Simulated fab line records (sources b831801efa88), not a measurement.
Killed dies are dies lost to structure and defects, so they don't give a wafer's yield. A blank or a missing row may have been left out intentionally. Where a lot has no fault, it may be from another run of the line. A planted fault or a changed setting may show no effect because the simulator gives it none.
2 desks, one fault / flow sky130 / numbers are kept per desk, each desk with only its own; the story behind them comes last

## AT THE TOOL OWNER'S DESK: implanter-01
For each lot that ran on this tool, the mean over its sampled wafers that have a number, from the tool's own readings at SKY_LDD_LDN_IMPLANT_11. If a lot's mean is further than 4 standard deviations from the usual mean, the lot is out of limits and carries the mark OUT (the distance appears in the brackets).
Columns: A = beam energy keV at SKY_LDD_LDN_IMPLANT_11, usual 15.000; B = dose ions cm2 at SKY_LDD_LDN_IMPLANT_11, usual 1.2499e+13; C = faraday current uA at SKY_LDD_LDN_IMPLANT_11, usual 70.4
lot=L322; first seen here=day 23 11:43; A=15.003; B=1.2492e+13; C=71.3
lot=L326; first seen here=day 24 13:46; A=14.998; B=1.2483e+13; C=70.7
lot=L327; first seen here=day 25 05:14; A=15.001; B=1.2500e+13; C=71.2
lot=L333; first seen here=day 27 06:20; A=15.005; B=1.2502e+13; C=72.0
lot=L335; first seen here=day 27 20:05; A=14.998; B=6.0297e+12 (-99 or more) OUT; C=33.9 (-24) OUT
lot=L336; first seen here=day 28 02:20; A=14.995; B=6.0140e+12 (-99 or more) OUT; C=34.2 (-24) OUT
lot=L338; first seen here=day 28 18:47; A=15.001; B=6.0290e+12 (-99 or more) OUT; C=33.4 (-25) OUT
This desk's finding: out of limits on L335, L336, L338; first on L335, day 27 20:05 (dose ions cm2 at SKY_LDD_LDN_IMPLANT_11). L322, L326, L327, L333 stayed within limits.

## THE METROLOGY DESK
What the gauges read, lot by lot, whatever tool the lot ran on: means of the sampled wafers that have a number. If a lot's mean is further than 4 standard deviations from the usual mean, the lot is out of limits and carries the mark OUT (the distance appears in the brackets).
Columns: A = LDD_HVN_TW at SKY_LDD_HVN_TW_MEAS_10, usual 1446; B = LDD_LDN_TW at SKY_LDD_LDN_TW_MEAS_13, usual 1478; C = SPACER_CVD_00_THK at SKY_SPACER_THK_MEAS_01, usual 43.1 nm
lot=L321; first seen here=day 20 12:22; A=1457; B=1470; C=42.6
lot=L322; first seen here=day 20 23:25; A=1467; B=1502; C=42.1
lot=L323; first seen here=day 21 10:44; A=1432; B=1480; C=42.6
lot=L326; first seen here=day 22 01:16; A=1454; B=1481; C=43.3
lot=L327; first seen here=day 22 18:13; A=1455; B=1478; C=42.5
lot=L330; first seen here=day 23 09:35; A=1430; B=1476; C=42.9
lot=L331; first seen here=day 23 23:49; A=1433; B=1468; C=43.0
lot=L333; first seen here=day 24 19:16; A=1443; B=1478; C=43.2
lot=L335; first seen here=day 25 09:08; A=1457; B=1410 (-5.2) OUT; C=42.6
lot=L336; first seen here=day 25 14:38; A=1437; B=1408 (-5.4) OUT; C=43.5
lot=L337; first seen here=day 26 00:15; A=1452; B=1467; C=42.8
lot=L338; first seen here=day 26 07:49; A=1432; B=1447; C=43.6
This desk finds L335, L336 out of limits, with the earliest case on L335 at day 27 20:20 (LDD_LDN_TW at SKY_LDD_LDN_TW_MEAS_13). L321, L322, L323, L326, L327, L330, L331, L333, L337, L338 stayed within limits.

## ALL TOGETHER
At day 27 20:05, on L335, L336, L338, the tool owner's desk was in a position to raise an alarm.
The metrology desk could have raised an alarm at day 27 20:20, on L335, L336.
The metrology desk has L338 on record, within its limits.
Every lot named ran SKY_LDD_LDN_IMPLANT_11 on implanter-01.

## WHAT THE SIMULATOR HAD PUT IN
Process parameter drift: implanter-01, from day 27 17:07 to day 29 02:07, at SKY_LDD_LDN_IMPLANT_11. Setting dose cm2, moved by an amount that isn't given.
Lots struck among those shown: L335, L336, L338.
Fault start to first reading out of limits, in hours, per desk: tool owner, 3; metrology, 3.
